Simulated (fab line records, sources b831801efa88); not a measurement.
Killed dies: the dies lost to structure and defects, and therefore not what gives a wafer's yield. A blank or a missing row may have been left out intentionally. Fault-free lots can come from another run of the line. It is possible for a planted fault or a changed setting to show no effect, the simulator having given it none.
Comparing a struck lot with a sound one -- flow sky130 -- 20 steps out of a route of 708
Sound: wafers L402.2, L402.3, L402.5. The struck wafers were L410.2, L410.3, L410.5. The cause is named last.
Per side, at each step with rows, come the tool, then ch with its chambers, and then its first start. Under that, the readings that differ: sound wafers -- struck wafers -- difference of the means -- sigmas: that difference in standard deviations of wafers without a fault.
alike: readings whose means differ by less than 2 such deviations, and words and numbers that are the same on both sides. not compared: withheld readings, readings that some wafer has no value for, bounds like >300 that may hide the same value, and numbers for which the record gives no deviation and whose values overlap.
The two part at a step that has a row with sigmas, a row that says differs or no value, or rows on one side only. Numbers that have no deviation but don't overlap get no sigmas and don't part them. A reading that every wafer of one side lacks parts them only if that side has two wafers or more.

first, 6 steps without rows for these wafers: SKY_LDD_HVN_HMDS_01 (prime time 60 s); SKY_LDD_HVN_COAT_02 (resist thk 300 nm); SKY_LDD_HVN_SOFTBAKE_03 (time 60 s); SKY_LDD_HVN_EXPOSE_04 (exposes mask HVNTM, target cd 700 nm); SKY_LDD_HVN_PEB_05; SKY_LDD_HVN_DEVELOP_06 (develop time 60 s).
SKY_LDD_HVN_OVL_MEAS_07:
  sound on overlay-02 at day 21 18:35; struck on overlay-01 at day 24 09:53
reading,sound,struck,difference,sigmas
LDD_HVN_OVL (nm),-0.7 -3.0 -1.9,1.0 0.7 1.1,+2.8,+2
after that, 1 step had no rows for these wafers: SKY_LDD_HVN_IMPLANT_08.
SKY_LDD_HVN_STRIP_09: strips in O2/N2.
  sound on plasma_asher-01 ch 0,1, day 21 18:46; struck on plasma_asher-02 ch 0,1, day 24 10:04
reading,sound,struck,difference,sigmas
strip_time_to_endpoint_s (s),4.110 4.113 4.115,4.144 4.149 4.150,+0.035,+2
  alike: drypump_motor_current_A, n2_flow_sccm, oes_product_au
  not compared: rf_hours_counter_h
SKY_LDD_HVN_TW_MEAS_10:
  sound on film_metro-03 at day 21 18:52; struck on film_metro-01 at day 24 10:11
  alike: LDD_HVN_TW
then, 2 steps without rows for these wafers: SKY_LDD_HVP_DEHYDRATE_00 (time 60 s); SKY_LDD_HVP_HMDS_01 (prime time 60 s).
SKY_LDD_HVP_COAT_02: resist thk 300 nm.
  sound on litho_track-04 ch 0, day 22 09:35; struck on litho_track-02, day 25 00:36
  no value came back on the struck wafers for chill_plate_temp_C (C), dispense_pressure_kPa (kPa); on the sound wafers chill_plate_temp_C (C) reads 22.95 23.09 22.86
then, 4 steps without rows for these wafers: SKY_LDD_HVP_SOFTBAKE_03 (time 60 s); SKY_LDD_HVP_EXPOSE_04 (exposes mask HVPTM, target cd 700 nm); SKY_LDD_HVP_PEB_05; SKY_LDD_HVP_DEVELOP_06 (develop time 60 s).
SKY_LDD_HVP_OVL_MEAS_07:
  sound on overlay-01 at day 23 01:25; struck on overlay-01 at day 25 15:19
reading,sound,struck,difference,sigmas
LDD_HVP_OVL (nm),-0.6 -0.6 -1.1,- - -,no value on the struck wafers,
after that, 1 step had no rows for these wafers: SKY_LDD_HVP_IMPLANT_08.
-- record jumps: 22 days separate the struck wafers' starts on either side; left off in module LDD_HVP, taken up again in module PAD_OPEN, whose first shown step is the route's number 708 --
SKY_PAD_OPEN_PROBE_99:
  sound on prober-02 at day 46 19:16; struck on prober-02 at day 47 23:12
reading,sound,struck,difference,sigmas
killed_at_front_end,18 8 18,416 432 445,+416,+95
killed_dies,86 85 86,492 492 492,+406,+43
killed_on_rim,16 21 19,96 96 96,+77,+21
  alike: killed_at_M0_to_M3, killed_at_M4_up, killed_at_contacts, killed_at_other, killed_open, killed_short

WHERE THEY PART
Last at SKY_PAD_OPEN_PROBE_99 as far as this record goes, first at SKY_LDD_HVN_OVL_MEAS_07.

WHY: the cause the simulator had injected
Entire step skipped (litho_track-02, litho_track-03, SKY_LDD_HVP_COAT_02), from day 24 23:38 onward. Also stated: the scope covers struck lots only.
